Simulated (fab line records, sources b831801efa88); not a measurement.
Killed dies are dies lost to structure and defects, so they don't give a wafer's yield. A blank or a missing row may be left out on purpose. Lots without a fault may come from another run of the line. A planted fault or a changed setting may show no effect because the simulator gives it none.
One fault seen from 2 desks | flow sky130 | each desk has only its own numbers; what lay behind them comes last

THE METROLOGY DESK
What the gauges read, lot by lot, whatever tool the lot ran on: means of the sampled wafers that have a number. A lot is out of limits, marked OUT, if its mean lies more than 4 standard deviations from the usual mean; the brackets give that distance.
Columns: A = VIA4_BOW at SKY_VIA4_BOW_MEAS_03, usual 82 um; B = PASSIVATION_CVD_00_THK at SKY_PASSIVATION_THK_MEAS_01, usual 89.8 nm
lot  | first seen here | A  | B
L116 | day 42 17:43    | 84 | 90.0
L117 | day 42 17:59    | 90 | 89.4
L118 | day 42 18:26    | 86 | 90.0
L120 | day 42 20:27    | 74 | 90.7
L121 | day 43 10:04    | 77 | 89.0
L122 | day 44 07:01    | 86 | 89.6
L125 | day 44 11:15    | 84 | 90.4
L127 | day 45 02:29    | 79 | 90.5
L131 | day 46 05:57    | 86 | 90.2
L132 | day 46 09:06    | 82 | 88.9
L133 | day 46 12:50    | 89 | 89.6
L134 | day 47 07:20    | 75 | 90.7
L136 | day 47 22:43    | 87 | 89.7
L137 | day 48 20:17    | 79 | 90.9
This desk's finding: nothing out of limits on any of the 14 lots.

THE TOOL OWNER'S DESK: pecvd-03
The tool's own readings at SKY_CONTACT_CVD_00 (deposits Si3N4, target thk 75 nm): means of the sampled wafers that have a number, for each lot that ran on this tool. A lot is out of limits, marked OUT, if its mean lies more than 4 standard deviations from the usual mean; the brackets give that distance.
Columns: A = heater_power_w at SKY_CONTACT_CVD_00, usual 682 W
lot  | first seen here | A
L117 | day 31 15:29    | 660
L120 | day 31 19:59    | 629
L121 | day 32 06:11    | 706
L122 | day 32 19:25    | 663
L125 | day 33 11:08    | 638
L127 | day 34 09:09    | 646
L131 | day 35 15:57    | 625
L133 | day 36 01:46    | 684
L137 | day 38 16:47    | 654
This desk's finding: nothing out of limits on any of the 9 lots.

PUT TOGETHER
The metrology desk saw nothing out of limits.
The tool owner's desk saw nothing out of limits.

WHAT THE SIMULATOR HAD PUT IN
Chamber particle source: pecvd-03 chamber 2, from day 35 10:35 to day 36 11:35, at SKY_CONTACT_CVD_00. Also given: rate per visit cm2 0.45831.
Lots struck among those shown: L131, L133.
